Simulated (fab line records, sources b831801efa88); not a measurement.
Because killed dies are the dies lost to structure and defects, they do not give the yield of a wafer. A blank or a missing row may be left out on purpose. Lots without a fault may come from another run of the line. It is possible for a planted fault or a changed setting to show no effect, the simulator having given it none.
What tool caused it? / flow sky130 / 10 lots, 30 wafers sampled, at 1 step of a route of 708

== WHAT THE GAUGES SHOWED, per wafer ==
SKY_VIA3_THK_MEAS_23: measures by xrf. Usual: for VIA3_W_THK the level is 379 nm and the standard deviation is 7.1.
lot=L822; measured=day 41 11:13; on=filmMetro-03; VIA3_W_THK (nm)=380 368 380; flag=
lot=L826; measured=day 42 08:16; on=filmMetro-02; VIA3_W_THK (nm)=386 385 389; flag=
lot=L827; measured=day 42 17:23; on=filmMetro-01; VIA3_W_THK (nm)=375 377 373; flag=
lot=L828; measured=day 42 19:23; on=filmMetro-02; VIA3_W_THK (nm)=388 388 387; flag=
lot=L829; measured=day 43 06:45; on=filmMetro-02; VIA3_W_THK (nm)=389 388 388; flag=
lot=L834; measured=day 44 07:23; on=filmMetro-01; VIA3_W_THK (nm)=377 374 380; flag=
lot=L835; measured=day 44 18:42; on=filmMetro-02; VIA3_W_THK (nm)=390 387 385; flag=
lot=L836; measured=day 45 14:13; on=filmMetro-02; VIA3_W_THK (nm)=378 375 382; flag=
lot=L839; measured=day 45 20:13; on=filmMetro-03; VIA3_W_THK (nm)=369 374 371; flag=
lot=L840; measured=day 46 01:58; on=filmMetro-02; VIA3_W_THK (nm)=377 380 381; flag=

== TOOL THAT RAN EACH LOT (tool first, then ch and the chambers of the sampled wafers, then the start) ==
There is no process step in the record ahead of these readings.

== WHAT THE TOOLS THEMSELVES READ (means of the sampled wafers that have a number; where no wafer has one, the mark that the record gives instead) ==
The record holds no such reading with a usual standard deviation.

== THE ANSWER, worked out from the rows above alone ==
Rule: take the mean of a lot's wafers that have a number; if it is more than 3 standard deviations from the usual mean, the lot is off. Also off: a lot with no number at a reading for which 4 or more lots have one. All remaining lots with rows at the step are treated as sound. The gauges are gone through in route order, then the tools' own readings, and for those a lot's mean is taken as printed above. The first step at which some lot is off is used, and at that step the reading that is off furthest; a lot without a number counts as furthest.
No lot is off at any reading shown: from this, nothing can be told.

== WHAT HAD BEEN PUT IN BY THE SIMULATOR ==
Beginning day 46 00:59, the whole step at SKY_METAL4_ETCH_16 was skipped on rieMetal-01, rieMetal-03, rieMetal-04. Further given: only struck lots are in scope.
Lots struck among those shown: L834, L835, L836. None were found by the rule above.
